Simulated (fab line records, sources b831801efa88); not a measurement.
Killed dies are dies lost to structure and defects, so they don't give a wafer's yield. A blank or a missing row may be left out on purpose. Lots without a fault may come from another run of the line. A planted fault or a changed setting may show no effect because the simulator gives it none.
fab line records | flow sky130
record lots=5 wafers=15 last_day=51
route steps=708 shown SD_N@350 SD_P@359 RES_XHIGH@360 SALICIDE@361 LI_CONTACT@362 LOCAL_INTERCONNECT@387
lots that met no fault: from a run of the same line without faults
start_h: hours from the record's first day to the start of the lot's first wafer shown | wait_h: hours since the lot's step before | " the same as in the row above | L1.1+2: a row that stands for several wafers | - no value, or no start given | * or withheld: withheld | < > ~ a bound
route shown NAME@n: a module of which the file shows steps, and the number in the route of the first | usual: mean/standard deviation of fault-free wafers | same: alike in all rows | chamber/n: place in a boat | sites: the reading at each site | _std_site: their standard deviation | _edge_site: outer sites' mean less inner sites' | radius_mm: how far each site lies from the wafer's centre | mask NAME#n: copy n | behind: the tool/chamber that last shaped the wafer | hold: why the lot was held/for how many hours/how that ended | device: the transistor (n, p or np) that didn't switch | end of line: the same wafers' tests at the end of the route | a step without rows: its recipe alone | killed: dies lost to structure and defects at the first sort, not the wafer's yield | map: a wafer's dies, x killed, . not, _ none there
set.NAME: the setting as run; set.NAME@STEP: as run at that earlier step | model.NAME: the simulator's own value behind a step, which no gauge read
lots at some steps of the route; a table a step, a row a wafer
services: from which hour (start_h, from the record's first day; less than 0 if before it) a tool's chamber was out of use, for how many hours, and why
## steps
# step SKY_SD_N_OVL_MEAS_08
# usual SD_N_OVL=-1.0/1.4
# columns lot.wafer tool chamber start_h wait_h SD_N_OVL[nm]
L083.1 overlay-01 - 730.51 0.1 -1.0
L083.3 " - " " -0.3
L083.5 " - " " -2.1
L084.1 overlay-01 - 741.56 0.1 0.4
L084.4 " - " " -0.6
L084.5 " - " " 1.0
L085.2 overlay-01 - 743.26 0.1 0.2
L085.3 " - " " -2.2
L085.4 " - " " -1.5
L092.2 overlay-01 - 827.57 0.1 -0.1
L092.3 " - " " 0.8
L092.4 " - " " -1.2
L093.2 overlay-02 - 832.77 0.1 -3.8
L093.5 " - " " -1.4
L093.6 " - " " -3.0
# step SKY_SD_N_IMPLANT_09
# recipe species=As energy_kev=50 dose_cm2=4e+15 tilt_deg=0
# same implant_ion_amu=75
# columns lot.wafer tool chamber start_h wait_h
L083.1+3+5 implanter-02 0 730.55 0.0
L084.1+4+5 implanter-02 0 741.59 0.0
L085.2+3+4 implanter-04 0 743.32 0.0
L092.2+3+4 implanter-02 0 827.63 0.0
L093.2+5+6 implanter-02 0 832.83 0.0
# step SKY_SD_N_IMPLANT_10
# recipe species=P energy_kev=20 dose_cm2=1e+14 tilt_deg=0
# same implant_ion_amu=31
# columns lot.wafer tool chamber start_h wait_h
L083.1+3+5 implanter-02 0 730.70 0.1
L084.1+4+5 implanter-02 0 741.74 0.1
L085.2+3+4 implanter-04 0 743.47 0.1
L092.2+3+4 implanter-02 0 827.78 0.1
L093.2+5+6 implanter-02 0 832.98 0.1
# step SKY_SD_N_STRIP_11
# recipe chemistry=O2/N2 power_w=1400 pressure_mtorr=1500 platen_temp_c=withheld o2_flow_sccm=3000 n2_flow_sccm=300 overash_fraction=0.5
# usual drypump_motor_current_A=6.0/0.47 o2_flow_sccm=3001/9.6 oes_product_au=0.527/0.0046 strip_time_to_endpoint_s=22.55/0.038
# columns lot.wafer tool chamber start_h wait_h drypump_motor_current_A o2_flow_sccm oes_product_au rf_hours_counter_h strip_time_to_endpoint_s
L083.1 plasma_asher-01 1 730.85 0.1 6.5 2984 0.536 63 22.56
L083.3 " 0 " " 6.4 2986 0.530 - 22.56
L083.5 " 0 " " 6.4 2994 0.525 - 22.55
L084.1 plasma_asher-01 1 741.89 0.1 6.5 2995 0.522 64 22.53
L084.4 " 1 " " 6.5 3012 0.534 - 22.55
L084.5 " 0 " " 6.4 2984 0.534 - 22.52
L085.2 plasma_asher-01 1 743.59 0.1 6.5 3000 0.523 64 22.53
L085.3 " 0 " " 6.4 2993 0.527 - 22.58
L085.4 " 1 " " 6.5 2993 0.524 - 22.53
L092.2 plasma_asher-03 1 827.90 0.1 6.5 3009 0.522 96 22.54
L092.3 " 0 " " 5.3 3005 0.523 - 22.57
L092.4 " 1 " " 6.4 3002 0.521 - 22.49
L093.2 plasma_asher-03 1 833.10 0.1 6.4 2989 0.526 97 22.55
L093.5 " 1 " " 6.4 3006 0.525 - 22.51
L093.6 " 0 " " 5.4 2994 0.527 - 22.59
# step SKY_SD_N_TW_MEAS_12
# usual SD_N_TW=4016/16
# columns lot.wafer tool chamber start_h wait_h SD_N_TW
L083.1 film_metro-02 - 730.95 0.1 4014
L083.3 " - " " 4013
L083.5 " - " " 4027
L084.1 film_metro-04 - 741.99 0.1 4028
L084.4 " - " " 4002
L084.5 " - " " 4022
L085.2 film_metro-04 - 743.70 0.1 4017
L085.3 " - " " 4019
L085.4 " - " " 4006
L092.2 film_metro-04 - 828.01 0.1 4026
L092.3 " - " " 4010
L092.4 " - " " 4018
L093.2 film_metro-02 - 833.21 0.1 4041
L093.5 " - " " 4027
L093.6 " - " " 4035
# step SKY_SD_N_CLEAN_13
# recipe chemistry=SC1/SC2 mix=1:4:20 temp_c=70 time_s=150 dry=n2_spin
# columns lot.wafer tool chamber start_h wait_h
L083.1+3+5 wet_bench-02 0 731.01 0.1
L084.1+4+5 wet_bench-02 1 742.05 0.1
L085.2+3+4 wet_bench-04 0 743.75 0.0
L092.2+3+4 wet_bench-01 2 828.06 0.0
L093.2+5+6 wet_bench-02 1 833.26 0.0
# step SKY_SD_N_RTA_14
# recipe temp_c=1075 time_s=2 idle_temp_c=650 ramp_up_c_per_s=150 ramp_down_c_per_s=90 ambient=N2
# usual anneal_temp_c_max=1080.9/1 lamp_power_pct=15.74/0.058 wafer_temp_C_max=1078.0/1.2
# columns lot.wafer tool chamber start_h wait_h anneal_temp_c_max lamp_power_pct wafer_temp_C_max
L083.1 rtp_anneal-01 0 731.06 0.0 1080.7 15.74 1077.6
L083.3 " 0 " " 1079.6 15.69 1078.4
L083.5 " 0 " " 1080.8 15.73 1079.1
L084.1 rtp_anneal-02 0 742.10 0.0 1083.1 15.68 1077.7
L084.4 " 0 " " 1079.1 15.70 1076.6
L084.5 " 0 " " 1081.5 15.73 1078.1
L085.2 rtp_anneal-01 0 743.81 0.0 1080.6 15.76 1077.2
L085.3 " 0 " " 1080.9 15.78 1078.1
L085.4 " 0 " " 1080.1 15.73 1078.4
L092.2 rtp_anneal-01 0 828.12 0.0 1080.3 15.79 1079.1
L092.3 " 0 " " 1080.0 15.79 1078.9
L092.4 " 0 " " 1081.0 15.76 1077.3
L093.2 rtp_anneal-02 0 833.33 0.0 1080.4 15.85 1077.8
L093.5 " 0 " " 1081.2 15.67 1075.8
L093.6 " 0 " " 1079.9 15.64 1077.6
# step SKY_SD_N_RS_MEAS_16
# recipe thk_meas_gauge=four-point-probe
# usual SD_N_RS=68.56/0.11
# columns lot.wafer tool chamber start_h wait_h SD_N_RS[ohm/sq]
L083.1 film_metro-04 - 731.24 0.1 68.28
L083.3 " - " " 68.49
L083.5 " - " " 68.38
L084.1 film_metro-04 - 742.28 0.1 68.61
L084.4 " - " " 68.66
L084.5 " - " " 68.63
L085.2 film_metro-02 - 744.00 0.1 68.73
L085.3 " - " " 68.56
L085.4 " - " " 68.64
L092.2 film_metro-02 - 828.31 0.1 68.48
L092.3 " - " " 68.41
L092.4 " - " " 68.67
L093.2 film_metro-02 - 833.51 0.1 68.52
L093.5 " - " " 68.55
L093.6 " - " " 68.50
# step SKY_SD_N_RS_MEAS_17
# recipe thk_meas_gauge=four-point-probe
# usual SD_P_RS=147.0/0.41
# columns lot.wafer tool chamber start_h wait_h SD_P_RS[ohm/sq]
L083.1 film_metro-04 - 731.36 0.1 146.4
L083.3 " - " " 146.6
L083.5 " - " " 146.7
L084.1 film_metro-04 - 742.40 0.1 147.1
L084.4 " - " " 147.1
L084.5 " - " " 146.7
L085.2 film_metro-02 - 744.12 0.1 147.1
L085.3 " - " " 147.1
L085.4 " - " " 147.1
L092.2 film_metro-02 - 828.43 0.1 146.4
L092.3 " - " " 146.0
L092.4 " - " " 147.0
L093.2 film_metro-02 - 833.63 0.1 146.9
L093.5 " - " " 147.3
L093.6 " - " " 147.0
# step SKY_SD_N_RS_MEAS_18
# recipe thk_meas_gauge=four-point-probe
# usual RES_XHIGH_RS=333.2/1.2
# columns lot.wafer tool chamber start_h wait_h RES_XHIGH_RS[ohm/sq]
L083.1 film_metro-04 - 731.48 0.1 334.9
L083.3 " - " " 335.3
L083.5 " - " " 334.3
L084.1 film_metro-04 - 742.52 0.1 334.4
L084.4 " - " " 332.8
L084.5 " - " " 334.0
L085.2 film_metro-02 - 744.24 0.1 334.0
L085.3 " - " " 334.3
L085.4 " - " " 335.5
L092.2 film_metro-02 - 828.55 0.1 334.4
L092.3 " - " " 334.3
L092.4 " - " " 334.8
L093.2 film_metro-02 - 833.75 0.1 331.5
L093.5 " - " " 332.1
L093.6 " - " " 331.2
# step SKY_SALICIDE_CLEAN_00
# recipe chemistry=HF-last time_s=30 dilution=100:1 dry=ipa_marangoni
# columns lot.wafer tool chamber start_h wait_h
L083.1+3+5 wet_bench-03 2 731.60 0.1
L084.1+4+5 wet_bench-03 3 742.64 0.1
L085.2+3+4 wet_bench-03 1 744.34 0.1
L092.2+3+4 wet_bench-04 0 828.65 0.1
L093.2+5+6 wet_bench-03 1 833.85 0.1
# step SKY_LI_CONTACT_HDPCVD_00
# recipe material=PSG target_thk_nm=930 sigma_open_frac=0.3 time_s=155 temp_c=600 sih4_flow_sccm=60 pressure_mtorr=6
# usual susceptor_temp_C=599.96/0.27
# columns lot.wafer tool chamber start_h wait_h susceptor_temp_C
L083.1 hdpcvd-02 1 731.61 0.0 599.98
L083.3 " 0 " " 600.08
L083.5 " 1 " " 599.73
L084.1 hdpcvd-01 0 742.65 0.0 599.79
L084.4 " 1 " " 600.04
L084.5 " 2 " " 599.74
L085.2 hdpcvd-02 2 744.36 0.0 599.72
L085.3 " 0 " " 599.88
L085.4 " 1 " " 599.67
L092.2 hdpcvd-01 2 828.66 0.0 600.18
L092.3 " 1 " " 599.87
L092.4 " 1 " " 600.00
L093.2 hdpcvd-01 1 833.87 0.0 599.93
L093.5 " 2 " " 599.97
L093.6 " 1 " " 600.34
# step SKY_LI_CONTACT_THK_MEAS_01
# recipe reads=PSG_of_LI_CONTACT_HDPCVD_00
# usual LI_CONTACT_HDPCVD_THK=934/7.8
# columns lot.wafer tool chamber start_h wait_h LI_CONTACT_HDPCVD_THK[nm]
L083.1 film_metro-02 - 731.72 0.1 921
L083.3 " - " " 932
L083.5 " - " " 925
L084.1 film_metro-03 - 742.76 0.1 945
L084.4 " - " " 957
L084.5 " - " " 934
L085.2 film_metro-04 - 744.47 0.1 936
L085.3 " - " " 919
L085.4 " - " " 930
L092.2 film_metro-04 - 828.78 0.1 930
L092.3 " - " " 941
L092.4 " - " " 936
L093.2 film_metro-03 - 833.98 0.1 935
L093.5 " - " " 930
L093.6 " - " " 933
# step SKY_LI_CONTACT_CMP_02
# recipe material=PSG down_force_psi=4 platen_rpm=60 pad_velocity_m_s=0.94248
# usual motor_current_A=12.4/1.6 time_to_endpoint_s=32.3/2.6
# columns lot.wafer tool chamber start_h wait_h motor_current_A time_to_endpoint_s
L083.1 cmp-01 2 731.78 0.1 13.7 30.2
L083.3 " 3 " " 16.0 31.8
L083.5 " 2 " " 13.4 33.2
L084.4 cmp-01 1 742.82 0.0 12.0 37.2
L084.1 " 0 " " 13.6 33.4
L084.5 " 2 " " 13.5 29.0
L085.3 cmp-02 3 744.64 0.2 11.5 31.9
L085.4 " 0 " " 10.7 30.1
L085.2 " 1 " " 12.4 31.4
L092.4 cmp-02 2 828.83 0.0 13.5 29.5
L092.2 " 0 " " 10.7 34.0
L092.3 " 1 " " 12.1 31.7
L093.2 cmp-01 1 834.18 0.2 11.8 35.2
L093.5 " 2 " " 13.7 30.1
L093.6 " 3 " " 16.4 33.5
# step SKY_LI_CONTACT_BOW_MEAS_03
# recipe mode=bow
# usual LI_CONTACT_BOW=58/6.6
# columns lot.wafer tool chamber start_h wait_h LI_CONTACT_BOW[um]
L083.1 film_metro-04 - 732.08 0.2 58
L083.3 " - " " 58
L083.5 " - " " 64
L084.1 film_metro-04 - 743.12 0.1 50
L084.4 " - " " 48
L084.5 " - " " 64
L085.2 film_metro-03 - 744.96 0.2 55
L085.3 " - " " 60
L085.4 " - " " 54
L092.2 film_metro-03 - 829.15 0.2 52
L092.3 " - " " 51
L092.4 " - " " 55
L093.2 film_metro-03 - 834.35 0.1 62
L093.5 " - " " 57
L093.6 " - " " 57
# step SKY_LI_CONTACT_DEHYDRATE_04
# recipe temp_c=200 time_s=60
# columns lot.wafer tool chamber start_h wait_h
L083.1+3+5 litho_track-02 0 746.20 14.1
L084.1+4+5 litho_track-03 0 756.37 13.2
L085.2+3+4 litho_track-02 0 758.02 13.0
L092.2+3+4 litho_track-03 0 841.20 12.0
L093.2+5+6 litho_track-03 0 846.15 11.8
# step SKY_LI_CONTACT_HMDS_05
# recipe prime_time_s=60 prime_temp_c=120
# columns lot.wafer tool chamber start_h wait_h
L083.1+3+5 litho_track-02 0 746.35 0.1
L084.1+4+5 litho_track-03 0 756.52 0.1
L085.2+3+4 litho_track-02 0 758.17 0.1
L092.2+3+4 litho_track-03 0 841.35 0.1
L093.2+5+6 litho_track-03 0 846.30 0.1
# step SKY_LI_CONTACT_COAT_06
# recipe resist=BARC temp_c=withheld time_s=withheld spin_rpm=3000 resist_thk_nm=60
# usual dispense_pressure_kPa=49/3.5 spin_speed_rpm=2999.9/1.7
# columns lot.wafer tool chamber start_h wait_h dispense_pressure_kPa spin_speed_rpm
L083.1 litho_track-02 0 746.50 0.1 45 2998.4
L083.3 " 0 " " 45 3001.7
L083.5 " 0 " " 45 2999.1
L084.1 litho_track-03 0 756.67 0.1 48 2999.3
L084.4 " 0 " " 48 3001.1
L084.5 " 0 " " 48 2998.1
L085.2 litho_track-02 0 758.32 0.1 45 3001.2
L085.3 " 0 " " 45 3000.5
L085.4 " 0 " " 45 2999.9
L092.2 litho_track-03 0 841.50 0.1 47 3000.9
L092.3 " 0 " " 47 2998.0
L092.4 " 0 " " 47 2997.9
L093.2 litho_track-03 0 846.45 0.1 47 3000.5
L093.5 " 0 " " 47 3001.2
L093.6 " 0 " " 47 2999.5
# step SKY_LI_CONTACT_COAT_07
# recipe resist=KrF-thick spin_rpm=3000 resist_thk_nm=450
# usual dispense_pressure_kPa=49/3.5 spin_speed_rpm=3000.3/1.8
# columns lot.wafer tool chamber start_h wait_h dispense_pressure_kPa spin_speed_rpm
L083.1 litho_track-02 0 - - 45 2998.9
L083.3 " 0 " " 45 2996.7
L083.5 " 0 " " 45 2998.1
L084.1 litho_track-03 0 - - 47 3001.5
L084.4 " 0 " " 47 2999.3
L084.5 " 0 " " 47 3001.3
L085.2 litho_track-02 0 - - 45 3000.3
L085.3 " 0 " " 45 3000.1
L085.4 " 0 " " 45 3002.0
L092.2 litho_track-03 0 - - 47 3001.9
L092.3 " 0 " " 47 2998.4
L092.4 " 0 " " 47 2999.6
L093.2 litho_track-03 0 - - 47 3000.3
L093.5 " 0 " " 48 3001.3
L093.6 " 0 " " 47 2999.8
# step SKY_LI_CONTACT_SOFTBAKE_08
# recipe temp_c=100 time_s=90 resist=KrF-thick
# columns lot.wafer tool chamber start_h wait_h
L083.1+3+5 litho_track-02 0 - -
L084.1+4+5 litho_track-03 0 - -
L085.2+3+4 litho_track-02 0 - -
L092.2+3+4 litho_track-03 0 - -
L093.2+5+6 litho_track-03 0 - -
# step SKY_LI_CONTACT_EXPOSE_09
# recipe mask_id=LICM1 na=0.8 source_shape=annular sigma_inner=0.55 sigma_outer=0.85 target_cd_nm=170 dose_mj=38
# columns lot.wafer tool chamber start_h wait_h mask
L083.1+3+5 krf_scanner-02 0 - - LICM1#0
L084.1+4+5 krf_scanner-02 0 - - LICM1#0
L085.2+3+4 krf_scanner-02 0 - - LICM1#0
L092.2+3+4 krf_scanner-01 0 - - LICM1#0
L093.2+5+6 krf_scanner-02 0 - - LICM1#0
# step SKY_LI_CONTACT_PEB_10
# recipe peb_temp_c=withheld peb_time_s=withheld resist=KrF-thick
# columns lot.wafer tool chamber start_h wait_h
L083.1+3+5 litho_track-02 0 - -
L084.1+4+5 litho_track-03 0 - -
L085.2+3+4 litho_track-02 0 - -
L092.2+3+4 litho_track-02 0 - -
L093.2+5+6 litho_track-01 0 - -
# step SKY_LI_CONTACT_DEVELOP_11
# recipe develop_time_s=60 resist=KrF-thick dev_temp_c=21
# columns lot.wafer tool chamber start_h wait_h
L083.1+3+5 litho_track-02 0 - -
L084.1+4+5 litho_track-03 0 - -
L085.2+3+4 litho_track-02 0 - -
L092.2+3+4 litho_track-02 0 - -
L093.2+5+6 litho_track-01 0 - -
# step SKY_LI_CONTACT_CD_MEAS_12
# recipe target_cd_nm=170
# usual cd_nm=169.8/1.4
# columns lot.wafer tool chamber start_h wait_h cd_nm
L083.1 cd_sem-01 - 761.16 - 169.3
L083.3 " - " " 168.5
L083.5 " - " " 169.7
L084.1 cd_sem-02 - 770.37 - 168.4
L084.4 " - " " 168.7
L084.5 " - " " 166.9
L085.2 cd_sem-01 - 772.32 - 169.2
L085.3 " - " " 169.0
L085.4 " - " " 168.1
L092.2 cd_sem-02 - 855.22 - 169.8
L092.3 " - " " 169.4
L092.4 " - " " 170.1
L093.2 cd_sem-02 - 860.41 - 165.9
L093.5 " - " " 166.0
L093.6 " - " " 167.6
# step SKY_LI_CONTACT_OVL_MEAS_13
# usual LI_CONTACT_OVL=3/6.2
# columns lot.wafer tool chamber start_h wait_h LI_CONTACT_OVL[nm]
L083.1 overlay-02 - 761.28 0.1 -8
L083.3 " - " " -14
L083.5 " - " " -9
L084.1 overlay-02 - 770.49 0.1 1
L084.4 " - " " -4
L084.5 " - " " 8
L085.2 overlay-01 - 772.42 0.1 -4
L085.3 " - " " 11
L085.4 " - " " 0
L092.2 overlay-01 - 855.32 0.1 -1
L092.3 " - " " 3
L092.4 " - " " -3
L093.2 overlay-02 - 860.51 0.1 8
L093.5 " - " " -3
L093.6 " - " " 4
# step SKY_LI_CONTACT_ETCH_14
# recipe chemistry=N2/H2 target=BARC ion_energy_ev=200 source_w=500 bias_w=100 pressure_mtorr=30 n2_flow_sccm=100 h2_flow_sccm=200 stop_on=SiO2 time_s=45.9 target_depth_a=600
# usual drypump_motor_current_A=5.6/0.46 oes_product_au=0.855/0.0048 throttle_valve_pct=13.225/0.0092
# columns lot.wafer tool chamber start_h wait_h drypump_motor_current_A oes_product_au rf_hours_counter_h throttle_valve_pct
L083.1 rie_diel-02 0 761.31 0.0 5.3 0.846 3 13.222
L083.3 " 2 " " 4.9 0.851 11 13.237
L083.5 " 3 " " 5.8 0.846 - 13.228
L084.1 rie_diel-04 2 770.53 0.0 5.7 0.861 1 13.220
L084.4 " 3 " " 6.3 0.852 - 13.214
L084.5 " 2 " " 5.7 0.864 - 13.218
L085.2 rie_diel-02 3 772.45 0.0 5.8 0.858 22 13.225
L085.3 " 1 " " 5.5 0.858 9 13.206
L085.4 " 2 " " 4.9 0.853 12 13.238
L092.2 rie_diel-02 2 855.35 0.0 4.9 0.852 14 13.230
L092.3 " 3 " " 5.8 0.855 25 13.223
L092.4 " 3 " " 5.8 0.855 - 13.237
L093.2 rie_diel-02 2 860.54 0.0 4.9 0.858 15 13.218
L093.5 " 1 " " 5.5 0.856 - 13.226
L093.6 " 3 " " 5.8 0.851 - 13.234
# step SKY_LI_CONTACT_ETCH_15
# recipe target=PSG chemistry=C4F8/O2/Ar stop_on=Si taper_deg=4.15 mask_material=KrF-thick source_w=1500 bias_w=1200 pressure_mtorr=40 c4f8_flow_sccm=withheld O2_flow_sccm=6 Ar_flow_sccm=300 time_s=withheld target_depth_a=6000
# usual oes_product_au=0.837/0.0046
# columns lot.wafer tool chamber start_h wait_h oes_product_au
L083.1 rie_diel-02 0 761.36 0.0 0.829
L083.3 " 2 " " 0.841
L083.5 " 3 " " 0.836
L084.1 rie_diel-04 2 770.57 0.0 0.840
L084.4 " 3 " " 0.838
L084.5 " 2 " " 0.834
L085.2 rie_diel-02 3 772.49 0.0 0.838
L085.3 " 1 " " 0.842
L085.4 " 2 " " 0.842
L092.2 rie_diel-02 2 855.39 0.0 0.838
L092.3 " 3 " " 0.842
L092.4 " 3 " " 0.845
L093.2 rie_diel-02 2 860.59 0.0 0.837
L093.5 " 1 " " 0.830
L093.6 " 3 " " 0.832
# step SKY_LI_CONTACT_STRIP_16
# recipe chemistry=O2/N2 power_w=1400 pressure_mtorr=1500 platen_temp_c=withheld o2_flow_sccm=3000 n2_flow_sccm=300 overash_fraction=0.5
# usual drypump_motor_current_A=5.7/0.4 o2_flow_sccm=3000/9.8 oes_product_au=0.376/0.0044 strip_time_to_endpoint_s=3.49/0.03
# columns lot.wafer tool chamber start_h wait_h drypump_motor_current_A o2_flow_sccm oes_product_au rf_hours_counter_h strip_time_to_endpoint_s
L083.1 plasma_asher-03 1 761.44 - 6.4 3012 0.372 91 3.52
L083.3 " 1 " " 6.4 3017 0.375 - 3.49
L083.5 " 0 " " 5.3 2993 0.371 - 3.48
L084.1 plasma_asher-04 1 770.66 - 5.6 2998 0.376 3 3.43
L084.4 " 1 " " 5.6 3000 0.374 - 3.44
L084.5 " 0 " " 5.5 2996 0.377 - 3.49
L085.2 plasma_asher-02 1 772.58 - 5.4 2995 0.376 31 3.50
L085.3 " 1 " " 5.4 3001 0.378 - 3.54
L085.4 " 0 " " 5.5 3005 0.377 - 3.53
L092.2 plasma_asher-02 0 855.48 - 5.5 2989 0.375 40 3.54
L092.3 " 0 " " 5.5 2984 0.369 - 3.49
L092.4 " 1 " " 5.4 2991 0.381 - 3.49
L093.2 plasma_asher-03 0 860.67 - 5.3 2993 0.373 99 3.53
L093.5 " 0 " " 5.4 3000 0.372 - 3.53
L093.6 " 1 " " 6.4 2996 0.369 - 3.51
# step SKY_LI_CONTACT_CLEAN_17
# recipe chemistry=NMP time_s=600 temp_c=60 dry=n2_spin
# columns lot.wafer tool chamber start_h wait_h
L083.1+3+5 wet_bench-02 3 761.54 0.1
L084.1+4+5 wet_bench-01 1 770.76 0.1
L085.2+3+4 wet_bench-02 3 772.68 0.1
L092.2+3+4 wet_bench-02 1 855.58 0.1
L093.2+5+6 wet_bench-03 3 860.77 0.1
# step SKY_LI_CONTACT_PRE_CLEAN_18
# recipe gas=Ar time_s=5.6 bias_v=358
# columns lot.wafer tool chamber start_h wait_h
L083.1+3+5 pvd_sputter-02 - 761.72 0.0
L084.1+4+5 pvd_sputter-04 - 771.14 0.0
L085.2+3+4 pvd_sputter-03 - 772.87 0.0
L092.2+3+4 pvd_sputter-03 - 855.76 0.0
L093.2+5+6 pvd_sputter-02 - 860.95 0.0
# step SKY_LI_CONTACT_SPUTTER_19
# recipe material=Ti target_thk_nm=20 chamber_pressure_pa=5 power_w=2500 substrate_temp_c=200 time_s=106.37
# usual throttle_valve_pct=29.6/1.1
# columns lot.wafer tool chamber start_h wait_h throttle_valve_pct
L083.1 pvd_sputter-02 - 761.74 0.0 29.5
L083.3 " - " " 29.3
L083.5 " - " " 29.4
L084.1 pvd_sputter-04 - 771.16 0.0 29.9
L084.4 " - " " 30.7
L084.5 " - " " 31.3
L085.2 pvd_sputter-03 - 772.89 0.0 28.5
L085.3 " - " " 29.9
L085.4 " - " " 30.9
L092.2 pvd_sputter-03 - 855.78 0.0 27.8
L092.3 " - " " 29.8
L092.4 " - " " 31.2
L093.2 pvd_sputter-02 - 860.97 0.0 29.4
L093.5 " - " " 29.5
L093.6 " - " " 30.3
# step SKY_LI_CONTACT_SPUTTER_20
# recipe material=TiN target_thk_nm=20 chamber_pressure_pa=5 power_w=4000 time_s=80
# usual throttle_valve_pct=29.6/1.1
# columns lot.wafer tool chamber start_h wait_h throttle_valve_pct
L083.1 pvd_sputter-02 - 761.81 0.0 29.3
L083.3 " - " " 29.5
L083.5 " - " " 29.6
L084.1 pvd_sputter-04 - 771.23 0.0 29.6
L084.4 " - " " 30.5
L084.5 " - " " 31.5
L085.2 pvd_sputter-03 - 772.97 0.0 28.4
L085.3 " - " " 29.7
L085.4 " - " " 31.4
L092.2 pvd_sputter-03 - 855.85 0.0 27.7
L092.3 " - " " 30.0
L092.4 " - " " 31.2
L093.2 pvd_sputter-02 - 861.04 0.0 29.4
L093.5 " - " " 29.7
L093.6 " - " " 30.5
# step SKY_LI_CONTACT_CVD_21
# recipe material=W target_thk_nm=400 time_s=120.56 temp_c=400 pressure_torr=40
# usual heater_power_w=821/34 susceptor_temp_C=400.00/0.2
# columns lot.wafer tool chamber start_h wait_h heater_power_w since_wet_clean_h susceptor_temp_C
L083.1 cvd_w-02 0 761.87 0.0 806 358 399.89
L083.3 " 1 " " 749 - 399.82
L083.5 " 0 " " 781 - 400.03
L084.1 cvd_w-01 1 771.30 0.0 861 867 400.03
L084.4 " 0 " " 813 - 399.92
L084.5 " 0 " " 807 - 400.10
L085.2 cvd_w-02 0 773.03 0.0 796 369 399.93
L085.3 " 0 " " 805 - 400.28
L085.4 " 1 " " 764 - 400.13
L092.2 cvd_w-01 0 855.91 0.0 811 952 400.39
L092.3 " 0 " " 842 - 400.13
L092.4 " 1 " " 857 - 400.25
L093.2 cvd_w-01 0 861.10 0.0 826 957 400.12
L093.5 " 1 " " 847 - 400.24
L093.6 " 0 " " 797 - 400.14
# step SKY_LI_CONTACT_RS_MEAS_22
# recipe thk_meas_gauge=four-point-probe reads=W_of_LI_CONTACT_CVD_21+TiN_of_LI_CONTACT_SPUTTER_20+Ti_of_LI_CONTACT_SPUTTER_19
# usual LI_CONTACT_W_RS=0.285/0.0062
# columns lot.wafer tool chamber start_h wait_h LI_CONTACT_W_RS[ohm/sq]
L083.1 film_metro-02 - 762.00 0.1 0.281
L083.3 " - " " 0.269
L083.5 " - " " 0.282
L084.1 film_metro-04 - 771.42 0.1 0.287
L084.4 " - " " 0.295
L084.5 " - " " 0.293
L085.2 film_metro-02 - 773.17 0.1 0.280
L085.3 " - " " 0.286
L085.4 " - " " 0.272
L092.2 film_metro-04 - 856.06 0.1 0.291
L092.3 " - " " 0.288
L092.4 " - " " 0.284
L093.2 film_metro-03 - 861.25 0.1 0.289
L093.5 " - " " 0.285
L093.6 " - " " 0.288
# step SKY_LI_CONTACT_THK_MEAS_23
# recipe thk_meas_gauge=xrf reads=W_of_LI_CONTACT_CVD_21
# usual LI_CONTACT_W_THK=387/9.5
# columns lot.wafer tool chamber start_h wait_h LI_CONTACT_W_THK[nm]
L083.1 film_metro-02 - 762.12 0.1 391
L083.3 " - " " 409
L083.5 " - " " 391
L084.1 film_metro-04 - 771.54 0.1 392
L084.4 " - " " 379
L084.5 " - " " 383
L085.2 film_metro-02 - 773.28 0.1 396
L085.3 " - " " 390
L085.4 " - " " 412
L092.2 film_metro-04 - 856.17 0.1 387
L092.3 " - " " 390
L092.4 " - " " 395
L093.2 film_metro-03 - 861.36 0.1 375
L093.5 " - " " 377
L093.6 " - " " 374
# step SKY_LI_CONTACT_CMP_24
# recipe stop_on=PSG t_overpolish_s=20 down_force_psi=3.5 platen_rpm=60 target_thk_nm=0 pad_velocity_m_s=0.94248
# usual motor_current_A=11.9/1.5 overpolish_run_s=20.001/0.0092 time_to_endpoint_s=96/4.5
# columns lot.wafer tool chamber start_h wait_h motor_current_A overpolish_run_s time_to_endpoint_s
L083.1 cmp-01 3 762.28 0.1 14.6 20.014 98
L083.3 " 0 " " 12.0 19.988 108
L083.5 " 2 " " 12.3 19.993 99
L084.4 cmp-01 2 771.65 0.1 12.1 20.009 88
L084.1 " 3 " " 13.7 20.007 96
L084.5 " 2 " " 11.7 19.989 91
L085.3 cmp-01 1 773.33 0.0 11.5 20.026 98
L085.2 " 3 " " 14.4 19.996 101
L085.4 " 0 " " 11.7 20.000 104
L092.2 cmp-02 3 856.27 0.1 9.9 20.012 93
L092.3 " 0 " " 9.4 20.024 96
L092.4 " 1 " " 11.7 20.002 94
L093.2 cmp-02 2 861.51 0.1 12.2 20.007 91
L093.5 " 0 " " 9.1 19.988 95
L093.6 " 1 " " 11.2 20.007 90
# step SKY_LOCAL_INTERCONNECT_SPUTTER_00
# recipe material=TiN target_thk_nm=100 temp_c=300 power_w=6500 time_s=83.3 chamber_pressure_pa=0.4
# usual susceptor_temp_C=300.02/0.21 throttle_valve_pct=29.9/0.85
# columns lot.wafer tool chamber start_h wait_h susceptor_temp_C throttle_valve_pct
L083.1 pvd_sputter-01 - 762.48 0.1 299.81 28.6
L083.3 " - " " 299.86 30.3
L083.5 " - " " 300.00 28.7
L084.1 pvd_sputter-01 - 771.90 0.1 300.05 30.7
L084.4 " - " " 299.72 28.6
L084.5 " - " " 300.54 30.1
L085.2 pvd_sputter-02 - 773.63 0.1 299.92 29.6
L085.3 " - " " 300.12 29.5
L085.4 " - " " 300.21 29.5
L092.2 pvd_sputter-02 - 856.52 0.2 300.17 29.5
L092.3 " - " " 300.28 29.5
L092.4 " - " " 300.21 30.3
L093.2 pvd_sputter-01 - 861.71 0.1 299.92 30.7
L093.5 " - " " 299.62 30.9
L093.6 " - " " 299.97 28.6
## services
# columns tool chamber start_h hours kind
rie_diel-02 - 712.89 1.4 repair
rtp_anneal-01 - 713.62 8.9 pm
wet_bench-03 - 720.13 4.1 repair
krf_scanner-02 - 732.22 1.3 pm
cmp-01 - 744.11 4.0 pm
pvd_sputter-02 - 745.00 10.9 repair
krf_scanner-02 - 759.02 0.7 repair
plasma_asher-03 - 762.55 14.6 pm
cmp-01 - 765.85 0.3 repair
plasma_asher-01 - 769.49 1.9 repair
implanter-02 - 780.26 1.8 repair
plasma_asher-01 - 785.53 2.8 pm
pvd_sputter-04 - 794.38 2.2 repair
krf_scanner-02 - 794.41 0.4 repair
hdpcvd-01 - 805.09 1.1 repair
cmp-01 - 807.95 2.5 repair
pvd_sputter-01 - 815.64 29.9 repair
pvd_sputter-02 - 819.87 9.2 repair
krf_scanner-02 - 820.09 0.8 pm
pvd_sputter-02 - 825.27 1.7 repair
rie_diel-02 - 834.16 2.8 pm
rie_diel-02 0 845.38 17.4 repair
krf_scanner-02 - 848.50 1.0 pm
cmp-01 - 848.52 4.8 pm
## key
fault none
